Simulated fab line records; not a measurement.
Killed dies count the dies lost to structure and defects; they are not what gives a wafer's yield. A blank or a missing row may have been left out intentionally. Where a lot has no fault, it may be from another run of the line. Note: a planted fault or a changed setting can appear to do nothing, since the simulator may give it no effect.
Which tool did it? -- flow sky130 -- Sampling: 6 lots, 17 wafers, 2 of 708 route steps

## WHAT EACH GAUGE READ, for each wafer
SKY_SD_N_CD_MEAS_07 targets a cd of 380 nm.
lot,measured,on,cd nm (nm)
L307,day 27 22:13,cd sem-01,380.2 380.4 378.0
L313,day 30 23:01,cd sem-01,381.3 381.3 380.0
L316,day 31 12:49,cd sem-01,379.9 378.3 377.7
L320,day 32 20:44,cd sem-01,419.5 380.7
L326,day 34 18:43,cd sem-02,383.6 381.0 382.3
L329,day 35 05:40,cd sem-01,378.2 376.2 379.7

## WHICH TOOL RAN EACH LOT (tool, then ch and the chambers of the sampled wafers, then the start)
lot,SKY_SD_N_COAT_02
L307,"litho track-01 ch 0, day 27 07:01"
L313,"litho track-02 ch 0, day 30 09:13"
L316,"litho track-01 ch 0, day 30 22:25"
L320,"litho track-01 ch 0, day 32 07:05"
L326,"litho track-03 ch 0, day 34 05:38"
L329,"litho track-03 ch 0, day 34 15:38"
- SKY_SD_N_COAT_02: resist thk 1140 nm.

## THE ANSWER, worked out from the rows above alone
Rule: the lots themselves supply what counts as usual. Put in order of their means at a reading, lots are off if they are a third of the lots or fewer, leave a main group of 4 or more, and stand apart from it by a gap of 3 or more times the standard deviation of the main group's means; of several such gaps the widest counts. If all means in a main group match to the digits the tables above print for the reading, that group is not used. Also off: a lot with no number at a reading for which 4 or more lots have one. The other lots that the step has rows for count as sound.
Off, at SKY_SD_N_CD_MEAS_07 on cd nm: L320. The main group: mean 379.9 nm, standard deviation 1.5.
A tool fits if, at a process step before that reading, it ran every lot that is off, and no sound lot after the first of them. Those tools and the gauges at SKY_SD_N_CD_MEAS_07 are tried in the same way. One candidate fits, namely litho track-01 at SKY_SD_N_COAT_02. Its last sound lot is L316 (day 30 22:25), its first lot that is off L320 (day 32 07:05): a fault that began between those two fits.

## WHAT THE SIMULATOR HAD PUT IN
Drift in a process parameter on litho track-01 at SKY_SD_N_COAT_02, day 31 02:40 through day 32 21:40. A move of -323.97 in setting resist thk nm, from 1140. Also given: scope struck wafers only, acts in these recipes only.
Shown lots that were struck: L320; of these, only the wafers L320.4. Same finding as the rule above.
